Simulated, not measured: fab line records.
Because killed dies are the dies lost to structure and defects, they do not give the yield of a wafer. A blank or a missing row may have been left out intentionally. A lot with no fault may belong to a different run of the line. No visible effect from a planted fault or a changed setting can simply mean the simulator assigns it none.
Chamber matching / flow gf180mcu / GF_V4_CMP_26 on cmp-01 has 4 sister chambers
The step polishes, stops on SiO2, t overpolish 15 s, target thk 0 nm. 4 wafers are shown with their chamber, then 9 later ones without.

## WAFERS PAIRED WITH THEIR CHAMBERS
wafer=L333.6; chamber=3; motor-current-A (A)=10.1
wafer=L339.1; chamber=1; motor-current-A (A)=11.1
wafer=L339.3; chamber=0; motor-current-A (A)=9.2
wafer=L339.4; chamber=2; motor-current-A (A)=10.2

## WAFERS WITHOUT THEIR CHAMBER
wafer=L343.1; motor-current-A (A)=10.2
wafer=L343.2; motor-current-A (A)=9.4
wafer=L343.4; motor-current-A (A)=11.5
wafer=L346.2; motor-current-A (A)=11.2
wafer=L346.4; motor-current-A (A)=10.0
wafer=L346.6; motor-current-A (A)=10.0
wafer=L347.1; motor-current-A (A)=9.5
wafer=L347.2; motor-current-A (A)=9.0
wafer=L347.5; motor-current-A (A)=9.8

## THE CHAMBER EACH PASSED THROUGH
wafer=L343.1; from the rows above=can't be placed: 2 or 3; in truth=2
wafer=L343.2; from the rows above=0; in truth=0
wafer=L343.4; from the rows above=1; in truth=1
wafer=L346.2; from the rows above=1; in truth=1
wafer=L346.4; from the rows above=can't be placed: 3 or 2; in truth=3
wafer=L346.6; from the rows above=can't be placed: 3 or 2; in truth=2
wafer=L347.1; from the rows above=can't be placed: 0 or 3 or 2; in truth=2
wafer=L347.2; from the rows above=0; in truth=0
wafer=L347.5; from the rows above=can't be placed: 3 or 2 or 0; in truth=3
Correctly placed: 4 of 9. Can't be placed from these rows: 5 (the true chamber is among the candidates in 5). Placed wrongly: 0.
How it was worked out, from the rows above alone: a wafer's distance from a chamber is the root of the sum, over the readings, of the square of ((its reading less the chamber's mean) divided by the reading's scatter). The wafer belongs to the nearest chamber; if the next one is less than 2 further off, it can't be placed. A chamber's mean is the mean of its shown wafers. The scatter: with one shown wafer a chamber, the root of the mean of the squares of how far each hidden wafer lies from its nearest shown one.
